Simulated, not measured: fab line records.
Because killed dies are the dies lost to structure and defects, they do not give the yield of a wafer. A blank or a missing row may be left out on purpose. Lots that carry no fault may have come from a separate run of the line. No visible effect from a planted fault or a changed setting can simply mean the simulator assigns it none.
Split-lot trial ; flow gf180mcu ; 23 wafers read across 5 lots, on a route 602 steps long

THE SPLIT
At GF_V2_SPUTTER_22 (material TiN, target thk 10 nm, time 40 s), the setting time s was moved away from the recipe's 40 s on 9 of the 23 wafers read, by +4.0% to +14.7%. For the rest of the wafers, this setting stayed at what the recipe calls for.

Reading taken at the split's own step.

THE READING
TiN_of_V2_SPUTTER_22.thk nm (the simulator's own value, which no gauge read), in nm, at GF_V2_SPUTTER_22 (material TiN, target thk 10 nm, time 40 s). The file gives no usual value for it. Here, 14 wafers ran the recipe; their average is 10.082 nm with a standard deviation of 0.16 nm.

wafer;tool, chamber at the split;time s as run, s;against the recipe;TiN_of_V2_SPUTTER_22.thk nm, nm;against lot-mates on the recipe
L077.4;pvd sputter-04, -;40;recipe;9.877;-
L077.5;pvd sputter-04, -;40;recipe;9.945;-
L077.6;pvd sputter-04, -;40;recipe;10.21;-
L081.1;pvd sputter-02, -;45.88;+14.7%;11.84;+1.560
L081.2;pvd sputter-02, -;40;recipe;10.28;-
L081.3;pvd sputter-02, -;40;recipe;10.24;-
L081.5;pvd sputter-02, -;40;recipe;10.32;-
L081.6;pvd sputter-02, -;45.88;+14.7%;11.87;+1.590
L080.1;pvd sputter-02, -;43.71;+9.3%;10.77;+0.825
L080.2;pvd sputter-02, -;40;recipe;9.995;-
L080.3;pvd sputter-02, -;40;recipe;9.995;-
L080.4;pvd sputter-02, -;43.71;+9.3%;11.01;+1.065
L080.6;pvd sputter-02, -;40;recipe;9.845;-
L083.1;pvd sputter-02, -;40;recipe;10.15;-
L083.2;pvd sputter-02, -;41.61;+4.0%;10.42;+0.237
L083.3;pvd sputter-02, -;40;recipe;10.21;-
L083.4;pvd sputter-02, -;40;recipe;10.19;-
L083.5;pvd sputter-02, -;41.61;+4.0%;10.56;+0.377
L084.1;pvd sputter-02, -;42.98;+7.5%;10.7;+0.752
L084.2;pvd sputter-02, -;40;recipe;9.896;-
L084.3;pvd sputter-02, -;42.98;+7.5%;10.76;+0.812
L084.4;pvd sputter-02, -;42.98;+7.5%;10.75;+0.802
L084.5;pvd sputter-02, -;40;recipe;10;-

THE FIT
A straight line over all 23 wafers: TiN_of_V2_SPUTTER_22.thk nm changes by +0.108 nm for each +1% of time s; r = +0.96; the points scatter about the line by 0.17 nm.
The same after taking each lot's own level away (the mean of its wafers on the recipe; 23 wafers): +0.106 nm for each +1%; r = +0.99; scatter 0.086 nm.
On that fit, the largest move of time s shifts the reading by 1.6 nm.
Across the lots, their own levels run from 9.9450 to 10.2800 nm, a range of 2.1 times the standard deviation given above.
The two slopes are in agreement: the lot-to-lot level therefore moves the slope only a little.
Check: with one of the wafers moved furthest among these (+14.7%) left out of the fit, the line predicts +1.53 nm for it against its lot-mates. It came out at +1.56 nm against them.

ADDITIONAL SPLITS CARRIED BY THESE WAFERS
Other splits were also applied to these wafers ahead of the reading. Each is held against what the fit with the lots' levels taken away leaves over:
other split on the same wafers;wafers away from the commonest value;r with TiN_of_V2_SPUTTER_22.thk nm (lot level and that fit taken away)
GF_PSD_DEVELOP_06 develop time s;6;-0.20
GF_SAB_ETCH_11 time s;8;-0.05
GF_SALICIDE_SPUTTER_02 time s;8;+0.13
GF_M1_COAT_09 resist thk nm;4;-0.18
GF_M1_STRIP_17 power w;10;+0.17
GF_V1_PEB_12 peb time s;8;+0.10
GF_V1_SPUTTER_21 power w;11;-0.28
GF_M2_EXPOSE_11 dose mj;10;+0.22

THE FILE'S OWN FIT
TiN_of_V2_SPUTTER_22.thk nm changes by +0.104 nm for each +1% of time s, r = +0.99.
